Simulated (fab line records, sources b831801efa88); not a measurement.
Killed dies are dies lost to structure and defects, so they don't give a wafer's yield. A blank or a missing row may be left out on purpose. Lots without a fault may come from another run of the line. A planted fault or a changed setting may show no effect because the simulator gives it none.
Which tool did it? | flow sky130 | 15 lots, 45 wafers sampled, at 4 steps of a route of 708

WHAT THE GAUGES READ, wafer by wafer
SKY_SD_N_TW_MEAS_12. Usual: SD_N_TW 3975, standard deviation 32.
lot  | measured     | on            | SD_N_TW        | flag
L404 | day 28 07:11 | film_metro-04 | 4005 4010 4041 |
L405 | day 28 17:17 | film_metro-01 | 3971 3991 3972 |
L406 | day 29 07:22 | film_metro-02 | 4025 3998 4008 |
L407 | day 29 08:10 | film_metro-01 | 3961 3943 3936 |
L408 | day 29 19:14 | film_metro-01 | 3938 3919 3931 |
L409 | day 30 08:53 | film_metro-04 | 4009 4000 4008 |
L410 | day 30 14:04 | film_metro-02 | 3973 3963 3961 |
L411 | day 31 11:23 | film_metro-02 | 4021 4026 4010 |
L412 | day 32 13:07 | film_metro-01 | 3943 3959 3931 |
L414 | day 32 14:28 | film_metro-04 | 3979 3993 3992 |
L417 | day 32 20:47 | film_metro-02 | 3990 3943 3959 |
L423 | day 34 12:21 | film_metro-04 | 3951 3976 3955 |
L424 | day 34 22:23 | film_metro-04 | 4006 4004 4010 |
L425 | day 35 05:09 | film_metro-04 | 4030 4024 4017 |
L426 | day 36 03:31 | film_metro-01 | 3979 3962 3972 |

SKY_SD_N_RS_MEAS_18: measures by four-point-probe. Usual: RES_XHIGH_RS 333.0 ohm/sq, standard deviation 1.1.
lot  | measured     | on            | RES_XHIGH_RS (ohm/sq) | flag
L404 | day 28 07:43 | film_metro-02 | 333.0 331.9 332.4     |
L405 | day 28 17:53 | film_metro-04 | 331.4 331.1 332.9     |
L406 | day 29 07:55 | film_metro-01 | 334.5 333.6 333.0     |
L407 | day 29 08:41 | film_metro-02 | 332.8 334.0 333.8     |
L408 | day 29 19:46 | film_metro-04 | 330.9 332.0 331.8     |
L409 | day 30 09:26 | film_metro-01 | 335.3 334.9 333.1     |
L410 | day 30 14:36 | film_metro-01 | 329.8 331.0 332.6     |
L411 | day 31 11:55 | film_metro-01 | 334.2 332.8 333.0     |
L412 | day 32 13:38 | film_metro-04 | 331.8 332.2 333.7     |
L414 | day 32 14:59 | film_metro-01 | 334.5 335.2 335.3     |
L417 | day 32 21:20 | film_metro-01 | 332.2 333.3 333.9     |
L423 | day 34 12:54 | film_metro-01 | 334.6 333.6 333.7     |
L424 | day 34 22:55 | film_metro-02 | 332.6 332.9 333.2     |
L425 | day 35 05:41 | film_metro-04 | 333.0 332.3 332.5     |
L426 | day 36 04:02 | film_metro-04 | 332.4 332.8 332.2     |

WHICH TOOL RAN EACH LOT (tool, then ch and the chambers of the sampled wafers, then the start)
lot  | SKY_POLY_CUT_ETCH_11               | SKY_RES_XHIGH_COAT_02
L404 | rie_diel-04 ch 0,3, day 24 15:01   | litho_track-04 ch 0, day 26 11:10
L405 | rie_diel-01 ch 0,1,3, day 25 03:35 | litho_track-03 ch 0, day 26 22:13
L406 | rie_diel-04 ch 0,2,3, day 25 18:04 | litho_track-01 ch 0, day 27 13:05
L407 | rie_diel-01 ch 0,2, day 25 18:15   | litho_track-03 ch 0, day 27 13:28
L408 | rie_diel-01 ch 0,1,2, day 26 04:34 | litho_track-01 ch 0, day 27 23:43
L409 | rie_diel-04 ch 1,3, day 26 18:46   | litho_track-03 ch 0, day 28 14:19
L410 | rie_diel-03 ch 0,1, day 27 00:23   | litho_track-03 ch 0, day 28 19:22
L411 | rie_diel-01 ch 0,2, day 27 21:55   | litho_track-01 ch 0, day 29 17:40
L412 | rie_diel-03 ch 0,2,3, day 29 01:08 | litho_track-01 ch 0, day 30 19:19
L414 | rie_diel-01 ch 0,2,3, day 29 02:29 | litho_track-03 ch 0, day 30 20:34
L417 | rie_diel-01 ch 2,3, day 29 09:37   | litho_track-04 ch 0, day 31 04:22
L423 | rie_diel-04 ch 0,1,3, day 31 02:43 | litho_track-04, day 32 19:20
L424 | rie_diel-01 ch 1,2,3, day 31 11:58 | litho_track-04, day 33 04:37
L425 | rie_diel-01 ch 0,1, day 31 19:56   | litho_track-03, day 33 12:56
L426 | rie_diel-01 ch 1,2,3, day 32 18:49 | litho_track-04 ch 0, day 34 11:07
- SKY_POLY_CUT_ETCH_11: etches Si3N4 in CF4/CH2F2/Ar, stops on poly-Si, time 42.5 s, target depth 60 nm.
- SKY_RES_XHIGH_COAT_02: resist thk 1140 nm.

WHAT THE TOOLS THEMSELVES READ (means of the sampled wafers that have a number; where no wafer has one, the mark that the record gives instead)
SKY_POLY_CUT_ETCH_11. Usual: drypump_motor_current_A 5.79 A, standard deviation 0.26; oes_product_au 0.828 a.u., standard deviation 0.0065; throttle_valve_pct 14.996 %, standard deviation 0.0086.
lot  | tool        | drypump_motor_current_A (A) | oes_product_au (a.u.) | throttle_valve_pct (%) | flag
L404 | rie_diel-04 | 5.78                        | 0.830                 | 14.999                 |
L405 | rie_diel-01 | 5.84                        | 0.829                 | 15.001                 |
L406 | rie_diel-04 | 5.81                        | 0.821                 | 14.995                 |
L407 | rie_diel-01 | 5.81                        | 0.832                 | 14.989                 |
L408 | rie_diel-01 | 5.76                        | 0.829                 | 14.999                 |
L409 | rie_diel-04 | 5.82                        | 0.827                 | 14.996                 |
L410 | rie_diel-03 | 5.72                        | 0.824                 | 15.002                 |
L411 | rie_diel-01 | 5.83                        | 0.837                 | 14.998                 |
L412 | rie_diel-03 | 5.96                        | 0.827                 | 15.004                 |
L414 | rie_diel-01 | 5.93                        | 0.830                 | 14.999                 |
L417 | rie_diel-01 | 5.88                        | 0.823                 | 14.990                 |
L423 | rie_diel-04 | 5.73                        | 0.826                 | 15.001                 |
L424 | rie_diel-01 | 5.71                        | 0.824                 | 15.003                 |
L425 | rie_diel-01 | 5.89                        | 0.829                 | 15.001                 |
L426 | rie_diel-01 | 5.71                        | 0.832                 | 14.993                 |

SKY_RES_XHIGH_COAT_02. Usual: chill_plate_temp_C 23.00 C, standard deviation 0.11; dispense_pressure_kPa 51.6 kPa, standard deviation 1.9.
lot  | tool           | chill_plate_temp_C (C) | dispense_pressure_kPa (kPa) | flag
L404 | litho_track-04 | 22.95                  | 51.8                        |
L405 | litho_track-03 | 23.08                  | 49.2                        |
L406 | litho_track-01 | 23.08                  | 53.9                        |
L407 | litho_track-03 | 22.98                  | 49.2                        |
L408 | litho_track-01 | 23.17                  | 53.9                        |
L409 | litho_track-03 | 22.88                  | 49.2                        |
L410 | litho_track-03 | 22.94                  | 49.2                        |
L411 | litho_track-01 | 22.96                  | 53.9                        |
L412 | litho_track-01 | 22.95                  | 53.9                        |
L414 | litho_track-03 | 23.23                  | 49.2                        |
L417 | litho_track-04 | 22.83                  | 51.8                        |
L423 | litho_track-04 | -                      | -                           | OFF
L424 | litho_track-04 | -                      | -                           | OFF
L425 | litho_track-03 | -                      | -                           | OFF
L426 | litho_track-04 | 23.00                  | 51.8                        |

THE ANSWER, worked out from the rows above alone
Rule: a lot is off if the mean of its wafers that have a number lies more than 3 standard deviations from the usual mean. A lot without any number at a reading at which 4 lots or more have one is off too. The other lots that the step has rows for count as sound. The gauges are gone through in route order, then the tools' own readings, and for those a lot's mean is taken as printed above. The first step at which some lot is off is used, and at that step the reading that is off furthest; a lot without a number counts as furthest.
Off: L423, L424, L425, at SKY_RES_XHIGH_COAT_02 (chill_plate_temp_C). Without a number there: L423, L424, L425.
A tool fits if, at that step or a process step before it, it ran every lot that is off, and no sound lot after the first of them. None of those tried fits.

WHAT THE SIMULATOR HAD PUT IN
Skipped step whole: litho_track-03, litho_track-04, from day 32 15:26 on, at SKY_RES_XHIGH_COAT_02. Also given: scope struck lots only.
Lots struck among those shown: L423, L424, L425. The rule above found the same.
